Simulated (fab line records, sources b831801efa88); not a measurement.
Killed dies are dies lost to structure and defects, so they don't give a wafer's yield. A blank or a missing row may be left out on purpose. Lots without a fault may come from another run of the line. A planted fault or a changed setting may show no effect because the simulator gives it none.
fab line records | flow sky130
record lots=15 wafers=45 last_day=50
route steps=708 shown VIA1@466 PAD_OPEN@708
lots that met no fault: from a run of the same line without faults
start_h: hours from the record's first day to the start of the lot's first wafer shown | wait_h: hours since the lot's step before | " the same as in the row above | L1.1+2: a row that stands for several wafers | - no value, or no start given | * or withheld: withheld | < > ~ a bound
route shown NAME@n: a module of which the file shows steps, and the number in the route of the first | usual: mean/standard deviation of fault-free wafers | same: alike in all rows | chamber/n: place in a boat | sites: the reading at each site | _std_site: their standard deviation | _edge_site: outer sites' mean less inner sites' | radius_mm: how far each site lies from the wafer's centre | mask NAME#n: copy n | behind: the tool/chamber that last shaped the wafer | hold: why the lot was held/for how many hours/how that ended | device: the transistor (n, p or np) that didn't switch | end of line: the same wafers' tests at the end of the route | a step without rows: its recipe alone | killed: dies lost to structure and defects at the first sort, not the wafer's yield | map: a wafer's dies, x killed, . not, _ none there
set.NAME: the setting as run; set.NAME@STEP: as run at that earlier step | model.NAME: the simulator's own value behind a step, which no gauge read
steps of the route over a sample of lots; a table a step, a row a wafer
## steps
# step SKY_VIA1_SOFTBAKE_08
# recipe temp_c=100 time_s=90 resist=KrF-thick
# usual exhaust_pa=45.2/0.94 heater_power_total_W=57.37/0.11 plate_temp_C=100.03/0.11
# columns lot.wafer tool chamber start_h wait_h exhaust_pa heater_power_total_W plate_temp_C
L462.2 litho_track-04 0 775 - 44.6 57.50 100.11
L462.5 " 0 776 - 44.3 57.39 100.14
L462.6 " 0 " " 44.7 57.22 100.10
L463.1 litho_track-03 0 793 - 44.0 57.54 100.08
L463.2 " 0 " " 44.4 57.48 99.94
L463.5 " 0 " " 45.2 57.43 99.83
L467.1 litho_track-04 0 813 - 45.0 57.56 100.08
L467.2 " 0 " " 44.5 57.22 100.24
L467.3 " 0 " " 44.6 57.23 100.15
L471.1 litho_track-04 0 838 - 46.0 57.46 100.05
L471.2 " 0 " " 45.3 57.29 99.96
L471.3 " 0 " " 46.7 57.44 99.94
L472.1 litho_track-02 0 852 - 45.0 57.50 100.17
L472.2 " 0 " " 44.6 57.34 100.11
L472.6 " 0 " " 44.3 57.37 99.96
L474.1 litho_track-03 0 923 - 45.4 57.45 99.92
L474.3 " 0 " " 45.2 57.39 99.82
L474.4 " 0 " " 44.6 57.26 100.13
L475.3 litho_track-03 0 924 - 44.4 57.28 99.80
L475.4 " 0 " " 44.7 57.37 99.88
L475.6 " 0 " " 43.5 57.50 100.12
L478.2 litho_track-03 0 924 - 46.9 57.25 100.02
L478.3 " 0 " " 45.8 57.37 100.01
L478.6 " 0 925 - 45.9 57.39 99.77
L477.1 litho_track-03 0 925 - 46.0 57.43 99.97
L477.4 " 0 " " 46.6 57.37 99.90
L477.5 " 0 " " 45.3 57.50 100.04
L476.2 litho_track-04 0 926 - 44.4 57.23 99.97
L476.3 " 0 " " 45.8 57.34 99.88
L476.4 " 0 " " 47.5 57.50 99.87
L481.1 litho_track-03 0 927 - 45.3 56.32 98.67
L481.3 " 0 " " 46.1 56.36 98.72
L481.6 " 0 " " 45.8 56.34 98.75
L480.1 litho_track-04 0 927 - 46.4 57.21 100.04
L480.2 " 0 " " 45.5 57.48 99.89
L480.4 " 0 " " 46.6 57.36 99.83
L479.2 litho_track-03 0 928 - 44.6 56.18 98.66
L479.5 " 0 " " 45.0 56.30 98.76
L479.6 " 0 " " 44.7 56.32 98.54
L482.2 litho_track-03 0 930 - 45.9 56.12 98.88
L482.3 " 0 " " 45.5 56.37 98.79
L482.4 " 0 " " 45.8 56.26 98.74
L485.1 litho_track-04 0 941 - 44.2 57.30 100.01
L485.4 " 0 " " 44.3 57.30 100.05
L485.6 " 0 " " 45.6 57.36 100.05
# step SKY_PAD_OPEN_PROBE_99
# usual defect_limited_yield=82.3/2 killed_at_M0_to_M3=44/7.9 killed_at_M4_up=3.1/1.9 killed_at_contacts=24/4.6 killed_at_front_end=16/4.9 killed_at_other=0.3/0.6 killed_dies=87/9.7 killed_open=48/7.2 killed_short=39/5.6 sort_bin_3_pad_short=0.8/0.47 sort_bin_5_function=10.4/1.5 sort_bin_6_memory=6.5/1.1 sort_n_pass=405/9.7 sort_yield_pct=82.3/2
# same gross_dies=492 killed_at_back_side=0 sort_bin_4_leakage[%]=0 sort_bin_8_speed[%]=0
# columns lot.wafer tool chamber start_h wait_h defect_limited_yield[%] killed_at_M0_to_M3 killed_at_M4_up killed_at_contacts killed_at_front_end killed_at_other killed_dies killed_open killed_short sort_bin_3_pad_short[%] sort_bin_5_function[%] sort_bin_6_memory[%] sort_n_pass sort_yield_pct[%]
L472.1 prober-02 - 1131.71 0.1 84.1 35 1 28 14 0 78 50 28 1.0 8.1 6.7 414 84.1
L472.2 prober-02 - 1131.76 0.1 81.7 55 4 14 17 0 90 45 45 1.0 11.6 5.7 402 81.7
L472.6 prober-02 - 1131.96 0.2 80.5 52 4 22 18 0 96 49 47 0.6 10.6 8.3 396 80.5
L474.1 prober-02 - 1184.29 0.1 80.3 42 2 29 22 2 97 51 45 1.4 10.8 7.5 395 80.3
L474.3 prober-02 - 1184.39 0.2 80.1 45 3 30 20 0 98 55 43 0.6 12.4 6.9 394 80.1
L474.4 prober-02 - 1184.44 0.2 84.3 36 4 23 14 0 77 42 35 0.6 10.2 4.9 415 84.3
L475.3 prober-01 - 1184.61 0.2 83.7 31 3 25 21 0 80 49 31 1.0 10.0 5.3 412 83.7
L475.4 prober-01 - 1184.66 0.2 81.1 49 3 18 23 0 93 49 44 0.4 10.8 7.7 399 81.1
L475.6 prober-01 - 1184.76 0.2 80.7 41 1 29 22 2 95 56 39 1.0 8.5 9.8 397 80.7
L478.2 prober-02 - 1185.84 0.1 85.0 30 1 26 16 1 74 38 35 0.8 7.3 6.9 418 85.0
L478.3 prober-02 - 1185.89 0.2 81.7 48 5 23 14 0 90 49 41 1.2 11.6 5.5 402 81.7
L478.6 prober-02 - 1186.04 0.2 79.3 55 0 30 17 0 102 53 49 1.0 13.2 6.5 390 79.3
L477.1 prober-01 - 1186.24 0.1 85.8 32 4 20 14 0 70 37 33 1.0 8.7 4.5 422 85.8
L477.4 prober-01 - 1186.39 0.2 82.9 46 3 19 16 0 84 48 36 0.8 11.0 5.3 408 82.9
L477.5 prober-01 - 1186.44 0.2 79.7 54 3 24 19 0 100 53 47 0.4 12.4 7.5 392 79.7
L481.6 prober-01 - 1188.12 0.2 84.3 37 3 24 13 0 77 35 42 1.2 8.9 5.5 415 84.3
L480.1 prober-02 - 1189.23 0.1 83.3 40 3 23 15 1 82 47 33 0.4 9.3 6.9 410 83.3
L480.2 prober-02 - 1189.28 0.1 81.1 38 1 32 21 1 93 47 45 0.4 12.4 6.1 399 81.1
L480.4 prober-02 - 1189.38 0.2 84.3 35 2 24 16 0 77 35 42 0.8 9.3 5.5 415 84.3
L482.2 prober-01 - 1189.55 0.1 79.5 51 4 30 16 0 101 57 41 0.6 12.0 7.9 391 79.5
# killed by level:class
L472.1 VIA1:geometric_particle:open=11 CONTACT:geometric_particle:open=10 LI_CONTACT:geometric_particle:open=8 METAL1:geometric_particle:short=8 FIELD_ISO:geometric_particle:open=7 CONTACT:geometric_particle:short=4 VIA3:geometric_particle:open=4 SPACER:geometric_particle:open=3
L472.2 VIA1:geometric_particle:open=15 METAL1:geometric_particle:short=10 VIA2:geometric_particle:open=9 CONTACT:geometric_particle:open=6 METAL2:geometric_particle:short=5 FIELD_ISO:geometric_particle:open=4 VIA1:geometric_particle:short=4 VIA3:geometric_particle:short=4
L472.6 VIA1:geometric_particle:open=15 VIA3:geometric_particle:open=8 VIA2:geometric_particle:open=8 POLY_GATE:geometric_particle:short=7 VIA1:geometric_particle:short=6 LI_CONTACT:geometric_particle:short=5 CONTACT:geometric_particle:short=5 CONTACT:geometric_particle:open=5
L474.1 VIA1:geometric_particle:open=13 CONTACT:geometric_particle:open=8 LI_CONTACT:geometric_particle:open=7 LI_CONTACT:geometric_particle:short=6 FIELD_ISO:geometric_particle:open=5 FIELD_ISO:geometric_particle:short=5 POLY_GATE:geometric_particle:open=4 POLY_GATE:geometric_particle:short=4
L474.3 VIA1:geometric_particle:open=10 CONTACT:geometric_particle:open=9 LI_CONTACT:geometric_particle:open=8 POLY_GATE:geometric_particle:open=6 METAL1:geometric_particle:short=6 VIA3:geometric_particle:open=6 VIA2:geometric_particle:open=5 SPACER:geometric_particle:open=4
L474.4 VIA1:geometric_particle:open=9 CONTACT:geometric_particle:open=7 VIA2:geometric_particle:open=6 FIELD_ISO:geometric_particle:open=5 POLY_GATE:geometric_particle:short=5 LI_CONTACT:geometric_particle:short=5 LI_CONTACT:geometric_particle:open=5 VIA1:geometric_particle:short=5
L475.3 CONTACT:geometric_particle:open=9 VIA2:geometric_particle:open=9 FIELD_ISO:geometric_particle:short=7 FIELD_ISO:geometric_particle:open=7 LOCAL_INTERCONNECT:geometric_particle:short=6 VIA1:geometric_particle:open=6 POLY_GATE:geometric_particle:open=4 LI_CONTACT:geometric_particle:open=4
L475.4 VIA1:geometric_particle:open=10 VIA2:geometric_particle:open=8 CONTACT:geometric_particle:open=8 FIELD_ISO:geometric_particle:short=7 METAL1:geometric_particle:short=7 VIA3:geometric_particle:open=6 FIELD_ISO:geometric_particle:open=5 METAL2:geometric_particle:short=4
L475.6 CONTACT:geometric_particle:open=13 POLY_GATE:geometric_particle:open=9 VIA1:geometric_particle:open=8 POLY_GATE:geometric_particle:short=6 LI_CONTACT:geometric_particle:open=6 VIA2:geometric_particle:open=6 VIA3:geometric_particle:open=6 METAL2:geometric_particle:short=4
L478.2 CONTACT:geometric_particle:open=7 LI_CONTACT:geometric_particle:open=6 CONTACT:geometric_particle:short=5 VIA2:geometric_particle:open=5 METAL3:geometric_particle:short=4 FIELD_ISO:geometric_particle:open=4 LI_CONTACT:geometric_particle:short=4 METAL1:geometric_particle:short=4
L478.3 VIA2:geometric_particle:open=11 VIA1:geometric_particle:open=10 VIA1:geometric_particle:short=8 CONTACT:geometric_particle:open=8 LI_CONTACT:geometric_particle:open=6 METAL2:geometric_particle:short=5 POLY_GATE:geometric_particle:short=5 METAL1:geometric_particle:short=5
L478.6 VIA1:geometric_particle:open=13 CONTACT:geometric_particle:open=11 METAL1:geometric_particle:short=9 CONTACT:geometric_particle:short=7 VIA3:geometric_particle:open=7 METAL2:geometric_particle:short=7 LOCAL_INTERCONNECT:geometric_particle:short=6 FIELD_ISO:geometric_particle:open=5
L477.1 VIA1:geometric_particle:open=9 CONTACT:geometric_particle:open=8 FIELD_ISO:geometric_particle:open=5 CONTACT:geometric_particle:short=5 METAL2:geometric_particle:short=5 FIELD_ISO:geometric_particle:short=4 LI_CONTACT:geometric_particle:open=4 METAL1:geometric_particle:short=4
L477.4 VIA1:geometric_particle:open=10 CONTACT:geometric_particle:open=9 VIA2:geometric_particle:open=7 METAL1:geometric_particle:short=6 VIA1:geometric_particle:short=6 FIELD_ISO:geometric_particle:open=5 LI_CONTACT:geometric_particle:open=4 METAL3:geometric_particle:short=4
L477.5 VIA1:geometric_particle:open=10 VIA3:geometric_particle:open=10 FIELD_ISO:geometric_particle:short=8 LI_CONTACT:geometric_particle:open=8 CONTACT:geometric_particle:open=8 METAL3:geometric_particle:short=6 FIELD_ISO:geometric_particle:open=5 METAL1:geometric_particle:short=4
L481.6 CONTACT:geometric_particle:open=8 LOCAL_INTERCONNECT:geometric_particle:short=7 VIA1:geometric_particle:open=6 VIA2:geometric_particle:open=5 METAL2:geometric_particle:short=5 FIELD_ISO:geometric_particle:short=4 POLY_GATE:geometric_particle:short=4 LI_CONTACT:geometric_particle:open=4
L480.1 METAL1:geometric_particle:short=10 CONTACT:geometric_particle:open=9 VIA1:geometric_particle:open=8 FIELD_ISO:geometric_particle:open=7 LI_CONTACT:geometric_particle:open=7 VIA3:geometric_particle:open=6 METAL2:geometric_particle:short=4 POLY_GATE:geometric_particle:open=3
L480.2 CONTACT:geometric_particle:open=13 FIELD_ISO:geometric_particle:short=8 METAL2:geometric_particle:short=8 LI_CONTACT:geometric_particle:open=7 VIA1:geometric_particle:short=6 FIELD_ISO:geometric_particle:open=4 LOCAL_INTERCONNECT:geometric_particle:short=4 CONTACT:geometric_particle:short=4
L480.4 CONTACT:geometric_particle:open=10 CONTACT:geometric_particle:short=7 VIA1:geometric_particle:short=7 VIA1:geometric_particle:open=6 METAL2:geometric_particle:short=5 POLY_GATE:geometric_particle:short=4 METAL3:geometric_particle:short=4 VIA3:geometric_particle:short=4
L482.2 VIA1:geometric_particle:open=22 CONTACT:geometric_particle:open=10 LI_CONTACT:geometric_particle:open=8 FIELD_ISO:geometric_particle:open=5 FIELD_ISO:geometric_particle:short=5 LOCAL_INTERCONNECT:geometric_particle:short=5 VIA1:geometric_particle:short=5 VIA2:geometric_particle:open=5
## key
first_sign step=SKY_VIA1_SOFTBAKE_08 reading=plate_temp_C direction=down sigmas=12 usual=* struck=*
effect step=SKY_VIA1_SOFTBAKE_08 reading=heater_power_total_W direction=down sigmas=9.9 usual=* struck=*
met_at SKY_VIA1_SOFTBAKE_08
struck_lots L479,L481,L482
onset_between 925 927
fault kind=process_parameter_drift tool=litho_track-03 chamber=- onset_h=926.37 steps=SKY_VIA1_SOFTBAKE_08 channel=temp_c offset=* shape=step end_h=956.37 acts_in=* stated=*
